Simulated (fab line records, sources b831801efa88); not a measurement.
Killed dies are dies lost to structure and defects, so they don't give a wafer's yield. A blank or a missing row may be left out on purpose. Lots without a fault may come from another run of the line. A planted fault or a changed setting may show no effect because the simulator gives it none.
Problem report in the 8D (eight disciplines) form, filled by code | flow sky130 | the parts of the form that need people (team, actions taken, sign-off) are left out

1. THE PROBLEM
killed_at_front_end at SKY_PAD_OPEN_PROBE_99 reads a mean of 39 on 1 wafer of 1 lot; wafers without a fault read 15 with a standard deviation of 5.2. That is +4.6 standard deviations from the usual mean.
First seen on wafer L629.4, day 50 02:30, on prober-02. The record holds 12 wafers of 4 lots with a number at this step. Rule for "out", or "out of limits": more than 4 standard deviations from the usual mean. The other wafers with a number count as sound.

2. WHAT IT IS AND WHAT IT IS NOT
question                    | is                  | is not
which readings at this step | killed_at_front_end | killed_at_M0_to_M3, killed_at_M4_up, killed_at_contacts, killed_at_other, killed_dies, killed_open, killed_short
which lots                  | L629                | L616, L617, L630
which wafers of those lots  | L629.4              | L629.1, L629.6
read on which tools         | prober-02           | prober-01
when                        | from day 50 02:30   | up to then (7 sound wafers); but 4 sound wafers of L629, L630 came after

3. SUSPECTS, AND WHAT RULES EACH OUT
Counting: a tool at a process step up to the reading stays a suspect if it ran every lot that is out. Sound lots after the first of them don't rule it out here, since some wafers of a struck lot are sound.
- plasma_asher-03 at SKY_VT_ADJUST_HVTP_STRIP_10 (strips in O2/N2): kept. It ran the lot that is out, L629 (day 10 21:23).
- cvd_w-02 at SKY_VIA4_CVD_18 (deposits W, target thk 505 nm, time 152.14 s): kept. It ran the lot that is out, L629 (day 47 16:01).
- pecvd-04 at SKY_PASSIVATION_CVD_00 (deposits SiO2, target thk 90 nm): kept. It ran the lot that is out, L629 (day 48 12:30).
- prober-02 at SKY_PAD_OPEN_PROBE_99: kept. It ran the lot that is out, L629 (day 50 02:21); its last sound lot up to then is L617 (day 47 09:29). Its own readings are out on those wafers: killed_at_front_end.
- Within plasma_asher-03 at SKY_VT_ADJUST_HVTP_STRIP_10: the wafers that are out ran in chamber 0; their sound lot-mates ran in chamber 1.
- Within pecvd-04 at SKY_PASSIVATION_CVD_00: the wafers that are out ran in chamber 0; their sound lot-mates ran in chambers 1, 2.
Left after counting: plasma_asher-03 at SKY_VT_ADJUST_HVTP_STRIP_10, cvd_w-02 at SKY_VIA4_CVD_18, pecvd-04 at SKY_PASSIVATION_CVD_00, prober-02 at SKY_PAD_OPEN_PROBE_99.

4. THE CAUSE (what the simulator had put in)
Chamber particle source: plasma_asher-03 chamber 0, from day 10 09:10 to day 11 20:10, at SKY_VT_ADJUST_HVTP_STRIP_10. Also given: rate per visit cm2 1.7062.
Counting left 4 suspects, and this tool is among them.

5. THE CHAIN OF EFFECTS, in route order
Each row: a reading whose mean over the struck wafers that have a number lies more than 3 standard deviations from the usual. Only readings for which the record gives a usual standard deviation are gone through. hours: the time from each lot's start at the first step in this table that gives one to its start at this step, as a median over the lots. sigmas: the change in usual standard deviations.
hours | step                  | reading             | usual | on struck wafers | change | sigmas
0     | SKY_PAD_OPEN_PROBE_99 | killed_at_front_end | 15    | 39               | +24    | +4.6
The process steps in it:
- SKY_PAD_OPEN_PROBE_99

6. WHAT WOULD HAVE CAUGHT IT SOONER
In this record the first reading out of limits was taken at day 50 02:30, 953 hours after the fault began at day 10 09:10.
Of the tool readings at SKY_VT_ADJUST_HVTP_STRIP_10 for which the record gives a usual standard deviation, none was out on any struck wafer, so an alarm limit of 4 standard deviations on them would not have fired.
All the lots that are out (1) had begun SKY_VT_ADJUST_HVTP_STRIP_10 on plasma_asher-03 by day 50 02:30. A hold on the tool at that time would have spared none of them.
